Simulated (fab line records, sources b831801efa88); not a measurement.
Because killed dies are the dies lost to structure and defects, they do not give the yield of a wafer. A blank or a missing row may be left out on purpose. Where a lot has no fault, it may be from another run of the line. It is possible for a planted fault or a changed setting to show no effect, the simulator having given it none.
Matching of chambers ; flow sky130 ; 4 sister chambers for SKY_METAL3_ETCH_17 on rieDiel-01
The step etches SiO2 in C4F8/O2/Ar, stops on TiN, time 3.9 s, target depth 15 nm. 4 wafers are shown with their chamber, then 7 later ones without.

## WAFERS, EACH WITH ITS CHAMBER
wafer;chamber;oesProductAu (a.u.)
L081.1;1;0.747
L081.6;3;0.761
L096.1;0;0.753
L096.2;2;0.754

## WAFERS WHOSE CHAMBER IS MISSING
wafer;oesProductAu (a.u.)
L096.4;0.769
L097.1;0.742
L097.2;0.754
L097.3;0.746
L097.4;0.763
L097.5;0.764
L097.6;0.756

## WHICH CHAMBER EACH ONE RAN IN
wafer;from the rows above;in truth
L096.4;can't be placed: 3 or 2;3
L097.1;can't be placed: 1 or 0 or 2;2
L097.2;can't be placed: 2 or 0 or 1 or 3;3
L097.3;can't be placed: 1 or 0 or 2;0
L097.4;can't be placed: 3 or 2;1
L097.5;can't be placed: 3 or 2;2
L097.6;can't be placed: 2 or 0 or 3 or 1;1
0 of 7 placed correctly. Not placeable from these rows: 7 (in 6, the candidates include the true chamber). Placed wrongly: 0.
How it was worked out, from the rows above alone: a wafer's distance from a chamber is the root of the sum, over the readings, of the square of ((its reading less the chamber's mean) divided by the reading's scatter). The wafer belongs to the nearest chamber; if the next one is less than 2 further off, it can't be placed. A chamber's mean is the mean of its shown wafers. The scatter (one wafer shown for each chamber): square how far every hidden wafer sits from the nearest shown wafer, average those squares and take the square root.
